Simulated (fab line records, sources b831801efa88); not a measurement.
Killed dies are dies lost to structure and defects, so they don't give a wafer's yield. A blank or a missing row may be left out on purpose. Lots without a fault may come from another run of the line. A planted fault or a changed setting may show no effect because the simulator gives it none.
fab line records | flow gf180mcu
record lots=5 wafers=15 last_day=33
route steps=602 shown MVSD@76 MVPSD@78 VT_IMPLANT@90
lots that met no fault: from a run of the same line without faults
start_h: hours from the record's first day to the start of the lot's first wafer shown | wait_h: hours since the lot's step before | " the same as in the row above | L1.1+2: a row that stands for several wafers | - no value, or no start given | * or withheld: withheld | < > ~ a bound
route shown NAME@n: a module of which the file shows steps, and the number in the route of the first | usual: mean/standard deviation of fault-free wafers | same: alike in all rows | chamber/n: place in a boat | sites: the reading at each site | _std_site: their standard deviation | _edge_site: outer sites' mean less inner sites' | radius_mm: how far each site lies from the wafer's centre | mask NAME#n: copy n | behind: the tool/chamber that last shaped the wafer | hold: why the lot was held/for how many hours/how that ended | device: the transistor (n, p or np) that didn't switch | end of line: the same wafers' tests at the end of the route | a step without rows: its recipe alone | killed: dies lost to structure and defects at the first sort, not the wafer's yield | map: a wafer's dies, x killed, . not, _ none there
set.NAME: the setting as run; set.NAME@STEP: as run at that earlier step | model.NAME: the simulator's own value behind a step, which no gauge read
lots at some steps of the route; a table a step, a row a wafer
services: from which hour (start_h, from the record's first day; less than 0 if before it) a tool's chamber was out of use, for how many hours, and why
## steps
# step GF_MVSD_STRIP_10
# recipe chemistry=O2/N2 power_w=1400 pressure_mtorr=1500 platen_temp_c=250 o2_flow_sccm=3000 n2_flow_sccm=300 overash_fraction=0.5
# usual drypump_motor_current_A=5.4/0.5 heater_power_w=312/26 oes_product_au=0.722/0.0049 strip_time_to_endpoint_s=37.00/0.13
# columns lot.wafer tool chamber start_h wait_h drypump_motor_current_A heater_power_w oes_product_au rf_hours_counter_h strip_time_to_endpoint_s
L075.2 plasma_asher-01 1 88.24 0.1 5.3 345 0.725 43 37.10
L075.4 " 1 " " 5.2 342 0.720 - 37.10
L075.6 " 1 " " 5.2 341 0.722 - 37.10
L079.1 plasma_asher-04 0 111.04 0.1 5.0 343 0.721 43 36.99
L079.5 " 0 " " 4.9 331 0.717 - 37.06
L079.6 " 1 " " 5.1 309 0.730 - 36.95
L081.1 plasma_asher-02 1 123.84 0.1 5.3 310 0.721 1 36.88
L081.3 " 1 " " 5.3 306 0.729 - 36.97
L081.5 " 1 " " 5.3 309 0.719 - 36.98
L089.1 plasma_asher-01 1 170.27 0.1 5.3 341 0.722 51 37.20
L089.2 " 0 " " 6.6 308 0.722 51 37.22
L089.3 " 1 " " 5.3 332 0.728 - 37.22
L092.3 plasma_asher-04 1 188.40 0.1 5.1 312 0.723 - 36.88
L092.5 " 1 " " 5.1 308 0.734 - 36.93
L092.6 " 0 " " 5.0 338 0.719 - 36.94
# step GF_MVSD_TW_MEAS_11
# usual MVSD_TW=1593/16
# columns lot.wafer tool chamber start_h wait_h MVSD_TW
L075.2 film_metro-03 - 88.35 0.1 1587
L075.4 " - " " 1589
L075.6 " - " " 1581
L079.1 film_metro-02 - 111.14 0.1 1581
L079.5 " - " " 1583
L079.6 " - " " 1589
L081.1 film_metro-04 - 123.94 0.1 1602
L081.3 " - " " 1602
L081.5 " - " " 1605
L089.1 film_metro-04 - 170.37 0.1 1612
L089.2 " - " " 1608
L089.3 " - " " 1621
L092.3 film_metro-03 - 188.49 0.1 1574
L092.5 " - " " 1576
L092.6 " - " " 1572
# step GF_MVPSD_DEHYDRATE_00
# recipe temp_c=200 time_s=60
# same time_s=60
# columns lot.wafer tool chamber start_h wait_h
L075.2+4+6 litho_track-01 0 94.68 6.3
L079.1+5+6 litho_track-01 0 118.11 7.0
L081.1+3+5 litho_track-04 0 130.69 6.7
L089.1+2+3 litho_track-01 0 178.01 7.6
L092.3+5+6 litho_track-01 0 195.86 7.4
# step GF_MVPSD_HMDS_01
# recipe prime_time_s=60 prime_temp_c=120
# columns lot.wafer tool chamber start_h wait_h
L075.2+4+6 litho_track-01 0 94.83 0.1
L079.1+5+6 litho_track-01 0 118.26 0.1
L081.1+3+5 litho_track-04 0 130.84 0.1
L089.1+2+3 litho_track-01 0 178.16 0.1
L092.3+5+6 litho_track-01 0 196.01 0.1
# step GF_MVPSD_COAT_02
# recipe spin_rpm=2000 resist_thk_nm=3000
# columns lot.wafer tool chamber start_h wait_h
L075.2+4+6 litho_track-01 0 94.98 0.1
L079.1+5+6 litho_track-01 0 118.41 0.1
L081.1+3+5 litho_track-04 0 130.99 0.1
L089.1+2+3 litho_track-01 0 178.31 0.1
L092.3+5+6 litho_track-01 0 196.16 0.1
# step GF_MVPSD_SOFTBAKE_03
# recipe temp_c=110 time_s=withheld
# columns lot.wafer tool chamber start_h wait_h
L075.2+4+6 litho_track-01 0 95.14 0.1
L079.1+5+6 litho_track-01 0 118.56 0.1
L081.1+3+5 litho_track-04 0 131.14 0.1
L089.1+2+3 litho_track-01 0 178.46 0.1
L092.3+5+6 litho_track-01 0 196.32 0.1
# step GF_MVPSD_EXPOSE_04
# recipe mask_id=MVPSD target_cd_nm=1000 na=0.6 source_shape=conventional sigma_outer=0.6 dose_mj=260
# columns lot.wafer tool chamber start_h wait_h mask
L075.2+4+6 iline_stepper-02 0 - - MVPSD#0
L079.1+5+6 iline_stepper-02 0 - - MVPSD#0
L081.1+3+5 iline_stepper-02 0 - - MVPSD#0
L089.1+2+3 iline_stepper-02 0 - - MVPSD#0
L092.3+5+6 iline_stepper-02 0 - - MVPSD#0
# step GF_MVPSD_PEB_05
# recipe temp_c=115 time_s=withheld
# columns lot.wafer tool chamber start_h wait_h
L075.2+4+6 litho_track-04 0 - -
L079.1+5+6 litho_track-01 0 - -
L081.1+3+5 litho_track-04 0 - -
L089.1+2+3 litho_track-01 0 - -
L092.3+5+6 litho_track-02 0 - -
# step GF_MVPSD_DEVELOP_06
# recipe wall_angle_deg=90 develop_time_s=60 dev_temp_c=23
# columns lot.wafer tool chamber start_h wait_h
L075.2+4+6 litho_track-04 0 - -
L079.1+5+6 litho_track-01 0 - -
L081.1+3+5 litho_track-04 0 - -
L089.1+2+3 litho_track-01 0 - -
L092.3+5+6 litho_track-02 0 - -
# step GF_MVPSD_OVL_MEAS_07
# usual MVPSD_OVL=0.5/1.2
# columns lot.wafer tool chamber start_h wait_h MVPSD_OVL[nm]
L075.2 overlay-01 - 102.50 - -1.1
L075.4 " - " " -0.9
L075.6 " - " " 1.4
L079.1 overlay-01 - 126.31 - 0.5
L079.5 " - " " 1.5
L079.6 " - " " -0.4
L081.1 overlay-02 - 138.59 - -0.1
L081.3 " - " " 0.7
L081.5 " - " " -0.6
L089.1 overlay-02 - 186.91 - 0.3
L089.2 " - " " 2.9
L089.3 " - " " 2.1
L092.3 overlay-02 - 204.98 - -1.8
L092.5 " - " " -0.1
L092.6 " - " " -1.1
# step GF_MVPSD_IMPLANT_08
# recipe species=B energy_kev=170 dose_cm2=1.5e+13 tilt_deg=0
# same implant_ion_amu=11
# columns lot.wafer tool chamber start_h wait_h
L075.2+4+6 implanter-03 0 102.55 0.0
L079.1+5+6 implanter-04 0 126.34 0.0
L081.1+3+5 implanter-03 0 138.63 0.0
L089.1+2+3 implanter-01 0 186.94 0.0
L092.3+5+6 implanter-04 0 205.06 0.1
# step GF_MVPSD_IMPLANT_09
# recipe species=B energy_kev=40 dose_cm2=5e+12 tilt_deg=0
# same implant_ion_amu=11
# columns lot.wafer tool chamber start_h wait_h
L075.2+4+6 implanter-03 0 102.70 0.1
L079.1+5+6 implanter-04 0 126.49 0.1
L081.1+3+5 implanter-03 0 138.78 0.1
L089.1+2+3 implanter-01 0 187.09 0.1
L092.3+5+6 implanter-04 0 205.21 0.1
# step GF_MVPSD_STRIP_10
# recipe chemistry=O2/N2 power_w=1400 pressure_mtorr=1500 platen_temp_c=250 o2_flow_sccm=3000 n2_flow_sccm=300 overash_fraction=0.5
# usual drypump_motor_current_A=5.8/0.56 heater_power_w=309/21 oes_product_au=0.722/0.0044 strip_time_to_endpoint_s=36.94/0.1
# columns lot.wafer tool chamber start_h wait_h drypump_motor_current_A heater_power_w oes_product_au rf_hours_counter_h strip_time_to_endpoint_s
L075.2 plasma_asher-01 1 102.83 0.1 5.2 332 0.724 44 36.93
L075.4 " 0 " " 6.6 312 0.719 - 37.08
L075.6 " 1 " " 5.2 331 0.729 - 36.97
L079.1 plasma_asher-02 0 126.64 0.1 5.6 258 0.732 1 36.90
L079.5 " 0 " " 5.6 263 0.723 - 37.07
L079.6 " 1 " " 5.3 310 0.720 - 36.91
L081.1 plasma_asher-01 1 138.93 0.1 5.2 341 0.721 48 36.90
L081.3 " 0 " " 6.6 305 0.724 - 36.99
L081.5 " 0 " " 6.6 311 0.719 - 37.02
L089.1 plasma_asher-01 1 187.24 0.1 5.3 327 0.720 53 37.02
L089.2 " 0 " " 6.6 303 0.721 53 36.93
L089.3 " 0 " " 6.6 310 0.723 - 36.96
L092.3 plasma_asher-02 1 205.34 0.1 5.3 315 0.715 - 36.90
L092.5 " 0 " " 5.6 261 0.719 - 36.83
L092.6 " 1 " " 5.3 300 0.714 - 36.86
# step GF_MVPSD_TW_MEAS_11
# usual MVPSD_TW=556/5.2
# columns lot.wafer tool chamber start_h wait_h MVPSD_TW
L075.2 film_metro-04 - 102.94 0.1 562
L075.4 " - " " 559
L075.6 " - " " 561
L079.1 film_metro-04 - 126.74 0.1 561
L079.5 " - " " 560
L079.6 " - " " 559
L081.1 film_metro-03 - 139.03 0.1 552
L081.3 " - " " 548
L081.5 " - " " 552
L089.1 film_metro-03 - 187.34 0.1 549
L089.2 " - " " 551
L089.3 " - " " 548
L092.3 film_metro-04 - 205.43 0.1 568
L092.5 " - " " 568
L092.6 " - " " 568
# step GF_VT_IMPLANT_DEHYDRATE_00
# recipe temp_c=200 time_s=60
# same time_s=60
# columns lot.wafer tool chamber start_h wait_h
L075.2+4+6 litho_track-02 0 109.05 6.1
L079.1+5+6 litho_track-04 0 133.79 7.0
L081.1+3+5 litho_track-04 0 146.44 7.4
L089.1+2+3 litho_track-02 0 194.67 7.3
L092.3+5+6 litho_track-03 0 213.78 8.3
# step GF_VT_IMPLANT_HMDS_01
# recipe prime_time_s=60 prime_temp_c=120
# columns lot.wafer tool chamber start_h wait_h
L075.2+4+6 litho_track-02 0 109.20 0.1
L079.1+5+6 litho_track-04 0 133.94 0.1
L081.1+3+5 litho_track-04 0 146.59 0.1
L089.1+2+3 litho_track-02 0 194.82 0.1
L092.3+5+6 litho_track-03 0 213.93 0.1
# step GF_VT_IMPLANT_COAT_02
# recipe resist=NOVOLAK spin_rpm=3000 resist_thk_nm=1018
# columns lot.wafer tool chamber start_h wait_h
L075.2+4+6 litho_track-02 0 109.35 0.1
L079.1+5+6 litho_track-04 0 134.09 0.1
L081.1+3+5 litho_track-04 0 146.74 0.1
L089.1+2+3 litho_track-02 0 194.97 0.1
L092.3+5+6 litho_track-03 0 214.08 0.1
# step GF_VT_IMPLANT_SOFTBAKE_03
# recipe temp_c=90 time_s=60 resist=NOVOLAK
# same time_s=60
# columns lot.wafer tool chamber start_h wait_h
L075.2+4+6 litho_track-02 0 109.50 0.1
L079.1+5+6 litho_track-04 0 134.24 0.1
L081.1+3+5 litho_track-04 0 146.89 0.1
L089.1+2+3 litho_track-02 0 195.12 0.1
L092.3+5+6 litho_track-03 0 214.23 0.1
# step GF_VT_IMPLANT_EXPOSE_04
# recipe mask_id=LVPWELL_LV_AREA target_cd_nm=600 na=0.6 source_shape=conventional sigma_outer=0.6 dose_mj=140
# columns lot.wafer tool chamber start_h wait_h mask
L075.2+4+6 iline_stepper-01 0 - - LVPWELL_LV_AREA#0
L079.1+5+6 iline_stepper-01 0 - - LVPWELL_LV_AREA#0
L081.1+3+5 iline_stepper-01 0 - - LVPWELL_LV_AREA#0
L089.1+2+3 iline_stepper-02 0 - - LVPWELL_LV_AREA#0
L092.3+5+6 iline_stepper-01 0 - - LVPWELL_LV_AREA#0
# step GF_VT_IMPLANT_PEB_05
# recipe temp_c=withheld time_s=* resist=NOVOLAK
# same time_s=*
# columns lot.wafer tool chamber start_h wait_h
L075.2+4+6 litho_track-04 0 - -
L079.1+5+6 litho_track-04 0 - -
L081.1+3+5 litho_track-04 0 - -
L089.1+2+3 litho_track-04 0 - -
L092.3+5+6 litho_track-03 0 - -
# step GF_VT_IMPLANT_DEVELOP_06
# recipe develop_time_s=60 dev_temp_c=23
# columns lot.wafer tool chamber start_h wait_h
L075.2+4+6 litho_track-04 0 117.17 0.1
L079.1+5+6 litho_track-04 0 141.79 0.1
L081.1+3+5 litho_track-04 0 154.44 0.1
L089.1+2+3 litho_track-04 0 203.34 0.1
L092.3+5+6 litho_track-03 0 221.88 0.1
# step GF_VT_IMPLANT_OVL_MEAS_07
# usual VT_IMPLANT_OVL=1.1/1.9
# columns lot.wafer tool chamber start_h wait_h VT_IMPLANT_OVL[nm]
L075.2 overlay-01 - 117.30 0.1 1.1
L075.4 " - " " 1.0
L075.6 " - " " -0.1
L079.1 overlay-01 - 141.94 0.1 -0.1
L079.5 " - " " 1.5
L079.6 " - " " 0.8
L081.1 overlay-01 - 154.59 0.1 -0.2
L081.3 " - " " 0.9
L081.5 " - " " 0.6
L089.1 overlay-02 - 203.49 0.1 0.6
L089.2 " - " " -2.6
L089.3 " - " " -0.1
L092.3 overlay-01 - 221.99 0.1 1.9
L092.5 " - " " 1.6
L092.6 " - " " 3.5
# step GF_VT_IMPLANT_IMPLANT_08
# recipe species=BF2 energy_kev=20 dose_cm2=8.29e+12 tilt_deg=7
# same implant_ion_amu=49
# columns lot.wafer tool chamber start_h wait_h
L075.2+4+6 implanter-02 0 117.35 0.0
L079.1+5+6 implanter-04 0 141.98 0.0
L081.1+3+5 implanter-04 0 154.63 0.0
L089.1+2+3 implanter-03 0 203.53 0.0
L092.3+5+6 implanter-03 0 222.07 0.1
# step GF_VT_IMPLANT_STRIP_09
# recipe chemistry=O2/N2 power_w=1400 pressure_mtorr=1500 platen_temp_c=250 o2_flow_sccm=3000 n2_flow_sccm=300 overash_fraction=0.5
# usual drypump_motor_current_A=5.26/0.26 heater_power_w=311/21 oes_product_au=0.716/0.0042 strip_time_to_endpoint_s=12.802/0.025
# columns lot.wafer tool chamber start_h wait_h drypump_motor_current_A heater_power_w oes_product_au rf_hours_counter_h strip_time_to_endpoint_s
L075.2 plasma_asher-03 1 117.48 0.1 5.54 304 0.719 34 12.772
L075.4 " 1 " " 5.50 310 0.722 - 12.831
L075.6 " 1 " " 5.53 305 0.717 - 12.769
L079.1 plasma_asher-04 1 142.13 0.1 5.12 315 0.722 46 12.783
L079.5 " 0 " " 4.99 348 0.718 - 12.796
L079.6 " 1 " " 5.12 321 0.714 - 12.806
L081.1 plasma_asher-04 0 154.78 0.1 4.90 338 0.714 47 12.823
L081.3 " 1 " " 5.17 313 0.720 - 12.768
L081.5 " 0 " " 4.89 337 0.714 - 12.812
L089.1 plasma_asher-03 0 203.68 0.1 5.55 293 0.715 43 12.821
L089.2 " 1 " " 5.55 300 0.712 43 12.841
L089.3 " 1 " " 5.52 306 0.722 - 12.808
L092.3 plasma_asher-03 0 222.20 0.1 5.55 293 0.715 - 12.797
L092.5 " 1 " " 5.53 309 0.713 - 12.773
L092.6 " 0 " " 5.53 292 0.721 - 12.760
# step GF_VT_IMPLANT_TW_MEAS_10
# usual VT_IMPLANT_TW=565/5
# columns lot.wafer tool chamber start_h wait_h VT_IMPLANT_TW
L075.2 film_metro-04 - 117.59 0.1 570
L075.4 " - " " 567
L075.6 " - " " 566
L079.1 film_metro-03 - 142.26 0.1 562
L079.5 " - " " 561
L079.6 " - " " 562
L081.1 film_metro-01 - 154.88 0.1 559
L081.3 " - " " 564
L081.5 " - " " 560
L089.1 film_metro-03 - 203.78 0.1 565
L089.2 " - " " 570
L089.3 " - " " 567
L092.3 film_metro-04 - 222.29 0.1 574
L092.5 " - " " 574
L092.6 " - " " 574
# step GF_VT_IMPLANT_DEHYDRATE_11
# recipe temp_c=200 time_s=60
# same time_s=60
# columns lot.wafer tool chamber start_h wait_h
L075.2+4+6 litho_track-03 0 123.91 6.3
L079.1+5+6 litho_track-02 0 149.42 7.2
L081.1+3+5 litho_track-04 0 162.24 7.4
L089.1+2+3 litho_track-02 0 211.97 8.2
L092.3+5+6 litho_track-04 0 230.94 8.6
# step GF_VT_IMPLANT_HMDS_12
# recipe prime_time_s=60 prime_temp_c=120
# columns lot.wafer tool chamber start_h wait_h
L075.2+4+6 litho_track-03 0 124.06 0.1
L079.1+5+6 litho_track-02 0 149.57 0.1
L081.1+3+5 litho_track-04 0 162.39 0.1
L089.1+2+3 litho_track-02 0 212.12 0.1
L092.3+5+6 litho_track-04 0 231.09 0.1
# step GF_VT_IMPLANT_COAT_13
# recipe resist=NOVOLAK spin_rpm=3000 resist_thk_nm=1000
# columns lot.wafer tool chamber start_h wait_h
L075.2+4+6 litho_track-03 0 124.21 0.1
L079.1+5+6 litho_track-02 0 149.72 0.1
L081.1+3+5 litho_track-04 0 162.54 0.1
L089.1+2+3 litho_track-02 0 212.27 0.1
L092.3+5+6 litho_track-04 0 231.24 0.1
# step GF_VT_IMPLANT_SOFTBAKE_14
# recipe temp_c=90 time_s=60 resist=NOVOLAK
# same time_s=60
# columns lot.wafer tool chamber start_h wait_h
L075.2+4+6 litho_track-03 0 124.36 0.1
L079.1+5+6 litho_track-02 0 149.87 0.1
L081.1+3+5 litho_track-04 0 162.69 0.1
L089.1+2+3 litho_track-02 0 212.42 0.1
L092.3+5+6 litho_track-04 0 231.39 0.1
# step GF_VT_IMPLANT_EXPOSE_15
# recipe mask_id=Nwell_LV_AREA target_cd_nm=860 na=0.6 source_shape=conventional sigma_outer=0.6 dose_mj=140
# columns lot.wafer tool chamber start_h wait_h mask
L075.2+4+6 iline_stepper-01 0 - - Nwell_LV_AREA#0
L079.1+5+6 iline_stepper-02 0 - - Nwell_LV_AREA#0
L081.1+3+5 iline_stepper-01 0 - - Nwell_LV_AREA#0
L089.1+2+3 iline_stepper-02 0 - - Nwell_LV_AREA#0
L092.3+5+6 iline_stepper-02 0 - - Nwell_LV_AREA#0
# step GF_VT_IMPLANT_PEB_16
# recipe temp_c=withheld time_s=* resist=NOVOLAK
# same time_s=*
# columns lot.wafer tool chamber start_h wait_h
L075.2+4+6 litho_track-03 0 - -
L079.1+5+6 litho_track-02 0 - -
L081.1+3+5 litho_track-02 0 - -
L089.1+2+3 litho_track-02 0 - -
L092.3+5+6 litho_track-02 0 - -
# step GF_VT_IMPLANT_DEVELOP_17
# recipe develop_time_s=60 dev_temp_c=23
# columns lot.wafer tool chamber start_h wait_h
L075.2+4+6 litho_track-03 0 132.11 0.1
L079.1+5+6 litho_track-02 0 157.77 0.1
L081.1+3+5 litho_track-02 0 170.92 0.1
L089.1+2+3 litho_track-02 0 221.02 0.1
L092.3+5+6 litho_track-02 0 240.52 0.1
# step GF_VT_IMPLANT_OVL_MEAS_18
# usual VT_IMPLANT_01_OVL=-0.2/1.2
# columns lot.wafer tool chamber start_h wait_h VT_IMPLANT_01_OVL[nm]
L075.2 overlay-02 - 132.24 0.1 1.8
L075.4 " - " " -1.1
L075.6 " - " " 0.9
L079.1 overlay-01 - 157.92 0.1 0.0
L079.5 " - " " 1.4
L079.6 " - " " 0.5
L081.1 overlay-01 - 171.07 0.1 2.6
L081.3 " - " " 0.6
L081.5 " - " " 0.8
L089.1 overlay-01 - 221.17 0.1 0.0
L089.2 " - " " -2.2
L089.3 " - " " -1.0
L092.3 overlay-01 - 240.63 0.1 0.1
L092.5 " - " " 1.9
L092.6 " - " " 0.5
# step GF_VT_IMPLANT_IMPLANT_19
# recipe species=As energy_kev=100 dose_cm2=4.35e+12 tilt_deg=7
# same implant_ion_amu=75
# columns lot.wafer tool chamber start_h wait_h
L075.2+4+6 implanter-03 0 132.29 0.0
L079.1+5+6 implanter-03 0 157.96 0.0
L081.1+3+5 implanter-03 0 171.11 0.0
L089.1+2+3 implanter-02 0 221.21 0.0
L092.3+5+6 implanter-04 0 240.71 0.1
# step GF_VT_IMPLANT_STRIP_20
# recipe chemistry=O2/N2 power_w=1400 pressure_mtorr=1500 platen_temp_c=250 o2_flow_sccm=3000 n2_flow_sccm=300 overash_fraction=0.5
# usual drypump_motor_current_A=5.42/0.22 heater_power_w=301/21 oes_product_au=0.716/0.0049 strip_time_to_endpoint_s=12.63/0.038
# columns lot.wafer tool chamber start_h wait_h drypump_motor_current_A heater_power_w oes_product_au rf_hours_counter_h strip_time_to_endpoint_s
L075.2 plasma_asher-03 0 132.42 0.1 5.54 291 0.714 35 12.65
L075.4 " 0 " " 5.53 292 0.721 - 12.71
L075.6 " 1 " " 5.52 306 0.717 - 12.71
L079.1 plasma_asher-04 1 158.11 0.1 5.16 305 0.716 48 12.67
L079.5 " 1 " " 5.11 320 0.725 - 12.72
L079.6 " 0 " " 4.89 335 0.716 - 12.66
L081.1 plasma_asher-03 0 171.26 0.1 5.52 292 0.717 39 12.65
L081.3 " 0 " " 5.53 295 0.722 - 12.63
L081.5 " 1 " " 5.54 298 0.713 - 12.66
L089.1 plasma_asher-03 0 221.36 0.1 5.56 297 0.719 45 12.58
L089.2 " 1 " " 5.51 304 0.722 45 12.62
L089.3 " 0 " " 5.55 286 0.715 - 12.63
L092.3 plasma_asher-04 1 240.84 0.1 5.15 320 0.710 - 12.65
L092.5 " 0 " " 4.95 340 0.716 - 12.63
L092.6 " 1 " " 5.17 308 0.714 - 12.64
# step GF_VT_IMPLANT_TW_MEAS_21
# usual VT_IMPLANT_2_TW=1218/14
# columns lot.wafer tool chamber start_h wait_h VT_IMPLANT_2_TW
L075.2 film_metro-03 - 132.53 0.1 1213
L075.4 " - " " 1218
L075.6 " - " " 1220
L079.1 film_metro-01 - 158.21 0.1 1207
L079.5 " - " " 1207
L079.6 " - " " 1204
L081.1 film_metro-04 - 171.36 0.1 1242
L081.3 " - " " 1234
L081.5 " - " " 1236
L089.1 film_metro-03 - 221.46 0.1 1211
L089.2 " - " " 1209
L089.3 " - " " 1217
L092.3 film_metro-04 - 240.93 0.1 1232
L092.5 " - " " 1235
L092.6 " - " " 1233
# step GF_VT_IMPLANT_DEHYDRATE_22
# recipe temp_c=200 time_s=60
# same time_s=60
# columns lot.wafer tool chamber start_h wait_h
L075.2+4+6 litho_track-02 0 139.55 7.0
L079.1+5+6 litho_track-03 0 165.13 6.9
L081.1+3+5 litho_track-03 0 178.58 7.2
L089.1+2+3 litho_track-02 0 230.12 8.7
L092.3+5+6 litho_track-02 0 249.62 8.7
# step GF_VT_IMPLANT_HMDS_23
# recipe prime_time_s=60 prime_temp_c=120
# columns lot.wafer tool chamber start_h wait_h
L075.2+4+6 litho_track-02 0 139.70 0.1
L079.1+5+6 litho_track-03 0 165.28 0.1
L081.1+3+5 litho_track-03 0 178.73 0.1
L089.1+2+3 litho_track-02 0 230.27 0.1
L092.3+5+6 litho_track-02 0 249.77 0.1
# step GF_VT_IMPLANT_COAT_24
# recipe resist=NOVOLAK spin_rpm=3000 resist_thk_nm=1000
# columns lot.wafer tool chamber start_h wait_h
L075.2+4+6 litho_track-02 0 139.85 0.1
L079.1+5+6 litho_track-03 0 165.43 0.1
L081.1+3+5 litho_track-03 0 178.88 0.1
L089.1+2+3 litho_track-02 0 230.42 0.1
L092.3+5+6 litho_track-02 0 249.92 0.1
# step GF_VT_IMPLANT_SOFTBAKE_25
# recipe temp_c=90 time_s=60 resist=NOVOLAK
# same time_s=60
# columns lot.wafer tool chamber start_h wait_h
L075.2+4+6 litho_track-02 0 140.00 0.1
L079.1+5+6 litho_track-03 0 165.58 0.1
L081.1+3+5 litho_track-03 0 179.03 0.1
L089.1+2+3 litho_track-02 0 230.57 0.1
L092.3+5+6 litho_track-02 0 250.07 0.1
# step GF_VT_IMPLANT_EXPOSE_26
# recipe mask_id=LVPWELL_HV_AREA target_cd_nm=860 na=0.6 source_shape=conventional sigma_outer=0.6 dose_mj=140
# columns lot.wafer tool chamber start_h wait_h mask
L075.2+4+6 iline_stepper-02 0 - - LVPWELL_HV_AREA#0
L079.1+5+6 iline_stepper-02 0 - - LVPWELL_HV_AREA#0
L081.1+3+5 iline_stepper-02 0 - - LVPWELL_HV_AREA#0
L089.1+2+3 iline_stepper-01 0 - - LVPWELL_HV_AREA#0
L092.3+5+6 iline_stepper-01 0 - - LVPWELL_HV_AREA#0
# step GF_VT_IMPLANT_PEB_27
# recipe temp_c=withheld time_s=* resist=NOVOLAK
# same time_s=*
# columns lot.wafer tool chamber start_h wait_h
L075.2+4+6 litho_track-02 0 - -
L079.1+5+6 litho_track-03 0 - -
L081.1+3+5 litho_track-03 0 - -
L089.1+2+3 litho_track-02 0 - -
L092.3+5+6 litho_track-02 0 - -
# step GF_VT_IMPLANT_DEVELOP_28
# recipe develop_time_s=60 dev_temp_c=23
# columns lot.wafer tool chamber start_h wait_h
L075.2+4+6 litho_track-02 0 147.80 0.1
L079.1+5+6 litho_track-03 0 173.08 0.1
L081.1+3+5 litho_track-03 0 187.53 0.1
L089.1+2+3 litho_track-02 0 239.82 0.1
L092.3+5+6 litho_track-02 0 259.12 0.1
# step GF_VT_IMPLANT_OVL_MEAS_29
# usual VT_IMPLANT_02_OVL=-0.7/1.4
# columns lot.wafer tool chamber start_h wait_h VT_IMPLANT_02_OVL[nm]
L075.2 overlay-02 - 147.93 0.1 -2.0
L075.4 " - " " -1.4
L075.6 " - " " -0.4
L079.1 overlay-02 - 173.23 0.1 -1.1
L079.5 " - " " -0.8
L079.6 " - " " -1.2
L081.1 overlay-02 - 187.68 0.1 0.5
L081.3 " - " " -1.1
L081.5 " - " " -1.0
L089.1 overlay-01 - 239.97 0.1 -1.9
L089.2 " - " " -2.3
L089.3 " - " " -4.7
L092.3 overlay-02 - 259.23 0.1 0.1
L092.5 " - " " 0.1
L092.6 " - " " -0.3
# step GF_VT_IMPLANT_IMPLANT_30
# recipe species=B energy_kev=25 dose_cm2=2.534e+12 tilt_deg=7
# same implant_ion_amu=11
# columns lot.wafer tool chamber start_h wait_h
L075.2+4+6 implanter-02 0 147.98 0.0
L079.1+5+6 implanter-02 0 173.27 0.0
L081.1+3+5 implanter-03 0 187.72 0.0
L089.1+2+3 implanter-02 0 240.01 0.0
L092.3+5+6 implanter-02 0 259.31 0.1
# step GF_VT_IMPLANT_STRIP_31
# recipe chemistry=O2/N2 power_w=1400 pressure_mtorr=1500 platen_temp_c=250 o2_flow_sccm=3000 n2_flow_sccm=300 overash_fraction=0.5
# usual drypump_motor_current_A=5.33/0.26 heater_power_w=304/23 oes_product_au=0.716/0.0047 strip_time_to_endpoint_s=12.64/0.032
# columns lot.wafer tool chamber start_h wait_h drypump_motor_current_A heater_power_w oes_product_au rf_hours_counter_h strip_time_to_endpoint_s
L075.2 plasma_asher-04 1 148.11 0.1 5.11 313 0.709 46 12.63
L075.4 " 1 " " 5.14 318 0.717 - 12.65
L075.6 " 0 " " 4.95 343 0.726 - 12.69
L079.1 plasma_asher-04 1 173.42 0.1 5.12 311 0.713 49 12.68
L079.5 " 0 " " 4.95 333 0.720 - 12.67
L079.6 " 1 " " 5.05 312 0.716 - 12.61
L081.1 plasma_asher-02 0 187.87 0.1 5.65 258 0.715 8 12.67
L081.3 " 1 " " 5.34 305 0.711 - 12.63
L081.5 " 1 " " 5.32 311 0.723 - 12.66
L089.1 plasma_asher-04 0 240.16 0.1 4.95 346 0.710 54 12.66
L089.2 " 1 " " 5.13 309 0.711 54 12.61
L089.3 " 1 " " 5.11 311 0.707 - 12.62
L092.3 plasma_asher-03 1 259.44 0.1 5.53 304 0.712 - 12.66
L092.5 " 1 " " 5.53 302 0.716 - 12.66
L092.6 " 0 " " 5.56 296 0.708 - 12.66
# step GF_VT_IMPLANT_TW_MEAS_32
# usual VT_IMPLANT_3_TW=270/3
# columns lot.wafer tool chamber start_h wait_h VT_IMPLANT_3_TW
L075.2 film_metro-03 - 148.22 0.1 268
L075.4 " - " " 268
L075.6 " - " " 268
L079.1 film_metro-01 - 173.52 0.1 265
L079.5 " - " " 265
L079.6 " - " " 266
L081.1 film_metro-01 - 187.97 0.1 266
L081.3 " - " " 267
L081.5 " - " " 266
L089.1 film_metro-04 - 240.26 0.1 271
L089.2 " - " " 272
L089.3 " - " " 272
L092.3 film_metro-03 - 259.53 0.1 267
L092.5 " - " " 268
L092.6 " - " " 268
# step GF_VT_IMPLANT_DEHYDRATE_33
# recipe temp_c=200 time_s=60
# same time_s=60
# columns lot.wafer tool chamber start_h wait_h
L075.2+4+6 litho_track-04 0 155.22 7.0
L079.1+5+6 litho_track-02 0 181.17 7.6
L081.1+3+5 litho_track-02 0 195.27 7.3
L089.1+2+3 litho_track-03 0 248.43 8.2
L092.3+5+6 litho_track-04 0 268.44 8.9
# step GF_VT_IMPLANT_HMDS_34
# recipe prime_time_s=60 prime_temp_c=120
# columns lot.wafer tool chamber start_h wait_h
L075.2+4+6 litho_track-04 0 155.37 0.1
L079.1+5+6 litho_track-02 0 181.32 0.1
L081.1+3+5 litho_track-02 0 195.42 0.1
L089.1+2+3 litho_track-03 0 248.58 0.1
L092.3+5+6 litho_track-04 0 268.59 0.1
## services
# columns tool chamber start_h hours kind
implanter-04 - 103.19 11.7 repair
plasma_asher-02 - 108.75 9.0 pm
plasma_asher-02 0 108.75 9.0 vent_cycle
plasma_asher-02 1 108.75 9.0 vent_cycle
iline_stepper-01 0 109.99 - calibration
iline_stepper-01 - 115.50 1.7 pm
plasma_asher-02 0 117.75 - clean
plasma_asher-02 1 117.75 - clean
implanter-04 - 122.25 3.1 repair
implanter-01 - 132.30 3.2 repair
implanter-03 - 149.25 2.8 repair
iline_stepper-01 - 171.93 2.1 pm
implanter-01 - 172.13 1.0 repair
iline_stepper-01 - 174.02 - consumable_replace:lamp
iline_stepper-02 0 179.85 - calibration
iline_stepper-02 - 198.94 8.9 pm
plasma_asher-04 - 218.41 13.6 repair
implanter-02 - 218.68 2.1 pm
implanter-03 - 225.08 1.0 repair
implanter-02 - 229.62 2.0 repair
iline_stepper-02 - 234.21 1.7 pm
## key
fault none
